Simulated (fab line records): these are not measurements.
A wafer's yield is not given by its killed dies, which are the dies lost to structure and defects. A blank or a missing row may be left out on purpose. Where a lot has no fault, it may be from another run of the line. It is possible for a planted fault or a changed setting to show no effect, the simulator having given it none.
2 desks looking at one fault + flow sky130 + only its own numbers are on each desk; what lay behind them is given at the end

== THE TOOL OWNER'S DESK: implanter-04 ==
For each lot that ran on this tool, the mean over its sampled wafers that have a number, from the tool's own readings at SKY_LDD_LDN_IMPLANT_08. If a lot's mean is further than 4 standard deviations from the usual mean, the lot is out of limits and carries the mark OUT (the distance appears in the brackets).
Columns: A = beam-energy-keV at SKY_LDD_LDN_IMPLANT_08, usual 15.001; B = beam-on-s at SKY_LDD_LDN_IMPLANT_08, usual 9.98 s
| lot  | first seen here | A                        | B     |
|------|-----------------|--------------------------|-------|
| L188 | day 24 03:23    | 15.001                   | 9.89  |
| L194 | day 26 08:45    | 15.707 (+99 or more) OUT | 10.12 |
| L195 | day 26 16:04    | 15.710 (+99 or more) OUT | 10.11 |
This desk finds L194, L195 out of limits, L194 being first, at day 26 08:45 (beam-energy-keV at SKY_LDD_LDN_IMPLANT_08). L188: within limits.

== METROLOGY DESK ==
What the gauges read, lot by lot, whatever tool the lot ran on: means of the sampled wafers that have a number. If a lot's mean is further than 4 standard deviations from the usual mean, the lot is out of limits and carries the mark OUT (the distance appears in the brackets).
Columns: A = LDD_HVP_OVL at SKY_LDD_HVP_OVL_MEAS_07, usual -1.3 nm; B = LDD_HVP_TW at SKY_LDD_HVP_TW_MEAS_10, usual 454; C = LDD_LDN_OVL at SKY_LDD_LDN_OVL_MEAS_07, usual 0.3 nm
| lot  | first seen here | A    | B   | C    |
|------|-----------------|------|-----|------|
| L187 | day 22 12:01    | 0.4  | 453 | 1.7  |
| L188 | day 22 20:46    | -0.0 | 452 | 0.7  |
| L194 | day 25 03:51    | -1.4 | 458 | -0.9 |
| L195 | day 25 10:43    | -3.5 | 454 | 2.9  |
| L200 | day 27 01:50    | -1.6 | 452 | 1.5  |
| L206 | day 28 20:39    | -1.8 | 454 | -1.2 |
This desk found nothing out of limits on any of the 6 lots.

== PUT TOGETHER ==
An alarm could have come from the tool owner's desk at day 26 08:45, on L194, L195.
Metrology desk: nothing out of limits seen.
The metrology desk holds a record of L194, L195, inside its limits.
Every lot named ran SKY_LDD_LDN_IMPLANT_08 on implanter-04.

== WHAT WAS PUT IN BY THE SIMULATOR ==
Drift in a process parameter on implanter-04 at SKY_LDD_LDN_IMPLANT_08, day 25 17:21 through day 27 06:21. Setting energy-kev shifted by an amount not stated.
Shown lots that were struck: L194, L195.
Each desk's first reading out of limits, in hours after the fault started: the tool owner's desk, 15.
